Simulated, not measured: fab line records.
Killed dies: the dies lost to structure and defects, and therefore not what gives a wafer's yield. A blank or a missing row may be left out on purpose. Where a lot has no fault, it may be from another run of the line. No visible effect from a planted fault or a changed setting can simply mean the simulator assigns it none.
Matching of chambers || flow gf180mcu || pecvd-04 running GF_V3_CVD_02: 3 sister chambers
The step deposits SiO2 from TEOS, target thk 850 nm, time 94.851 s. 18 wafers are shown with their chamber, then 9 later ones without.

## WAFERS, EACH WITH ITS CHAMBER
{"wafer": "L074.1", "chamber": 1, "rf_fwd_power_W (W)": 598.9, "heater_power_w (W)": 689}
{"wafer": "L074.2", "chamber": 0, "rf_fwd_power_W (W)": 596.2, "heater_power_w (W)": 655}
{"wafer": "L074.4", "chamber": 1, "rf_fwd_power_W (W)": 599.7, "heater_power_w (W)": 712}
{"wafer": "L076.1", "chamber": 2, "rf_fwd_power_W (W)": 596.1, "heater_power_w (W)": 576}
{"wafer": "L076.3", "chamber": 0, "rf_fwd_power_W (W)": 598.4, "heater_power_w (W)": 578}
{"wafer": "L076.6", "chamber": 1, "rf_fwd_power_W (W)": 596.6, "heater_power_w (W)": 570}
{"wafer": "L077.2", "chamber": 2, "rf_fwd_power_W (W)": 595.4, "heater_power_w (W)": 652}
{"wafer": "L077.3", "chamber": 0, "rf_fwd_power_W (W)": 597.5, "heater_power_w (W)": 648}
{"wafer": "L077.4", "chamber": 2, "rf_fwd_power_W (W)": 593.9, "heater_power_w (W)": 684}
{"wafer": "L083.1", "chamber": 2, "rf_fwd_power_W (W)": 598.5, "heater_power_w (W)": 643}
{"wafer": "L083.5", "chamber": 0, "rf_fwd_power_W (W)": 596.9, "heater_power_w (W)": 695}
{"wafer": "L083.6", "chamber": 2, "rf_fwd_power_W (W)": 596.5, "heater_power_w (W)": 691}
{"wafer": "L088.2", "chamber": 1, "rf_fwd_power_W (W)": 597.6, "heater_power_w (W)": 678}
{"wafer": "L088.4", "chamber": 2, "rf_fwd_power_W (W)": 596.0, "heater_power_w (W)": 570}
{"wafer": "L088.6", "chamber": 1, "rf_fwd_power_W (W)": 596.4, "heater_power_w (W)": 579}
{"wafer": "L089.2", "chamber": 1, "rf_fwd_power_W (W)": 597.4, "heater_power_w (W)": 645}
{"wafer": "L089.3", "chamber": 1, "rf_fwd_power_W (W)": 597.7, "heater_power_w (W)": 682}
{"wafer": "L089.4", "chamber": 2, "rf_fwd_power_W (W)": 595.2, "heater_power_w (W)": 686}

SIGNATURES (averages over the wafers above)
{"reading": "rf_fwd_power_W", "chamber 0": 597.250, "chamber 1": 597.757, "chamber 2": 595.943, "scatter within a chamber": 1.24}
{"reading": "heater_power_w", "chamber 0": 644.00, "chamber 1": 650.71, "chamber 2": 643.14, "scatter within a chamber": 52.6}
Rule: for each reading, subtract the chamber's mean from the wafer's reading, divide by that reading's scatter and square the result; add these up over the readings and take the root, which gives the wafer's distance from the chamber. The wafer belongs to the nearest chamber; if the next one is less than 2 further off, it can't be placed. The scatter: the root of (the sum of the squares of (reading less its chamber's mean) over the shown wafers, divided by (wafers less chambers)).

## WAFERS WHOSE CHAMBER IS MISSING
{"wafer": "L091.1", "rf_fwd_power_W (W)": 598.2, "heater_power_w (W)": 682}
{"wafer": "L091.5", "rf_fwd_power_W (W)": 597.8, "heater_power_w (W)": 574}
{"wafer": "L091.6", "rf_fwd_power_W (W)": 595.3, "heater_power_w (W)": 562}
{"wafer": "L094.1", "rf_fwd_power_W (W)": 598.2, "heater_power_w (W)": 682}
{"wafer": "L094.5", "rf_fwd_power_W (W)": 594.0, "heater_power_w (W)": 709}
{"wafer": "L094.6", "rf_fwd_power_W (W)": 598.7, "heater_power_w (W)": 660}
{"wafer": "L096.1", "rf_fwd_power_W (W)": 598.1, "heater_power_w (W)": 662}
{"wafer": "L096.5", "rf_fwd_power_W (W)": 595.6, "heater_power_w (W)": 698}
{"wafer": "L096.6", "rf_fwd_power_W (W)": 593.7, "heater_power_w (W)": 557}

## CHAMBER TAKEN BY EACH
{"wafer": "L091.1", "from the rows above": "can't be placed: 1 or 0 or 2", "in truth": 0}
{"wafer": "L091.5", "from the rows above": "can't be placed: 0 or 1 or 2", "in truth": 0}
{"wafer": "L091.6", "from the rows above": "can't be placed: 2 or 0 or 1", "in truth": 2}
{"wafer": "L094.1", "from the rows above": "can't be placed: 1 or 0 or 2", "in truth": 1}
{"wafer": "L094.5", "from the rows above": "can't be placed: 2 or 0 or 1", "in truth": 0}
{"wafer": "L094.6", "from the rows above": "can't be placed: 1 or 0 or 2", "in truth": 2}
{"wafer": "L096.1", "from the rows above": "can't be placed: 1 or 0 or 2", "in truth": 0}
{"wafer": "L096.5", "from the rows above": "can't be placed: 2 or 0 or 1", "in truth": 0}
{"wafer": "L096.6", "from the rows above": "can't be placed: 2 or 0 or 1", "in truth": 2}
0 of 9 placed correctly. Unplaceable from these rows: 9, with the true chamber sitting among the candidates in 9. 0 placed wrongly.
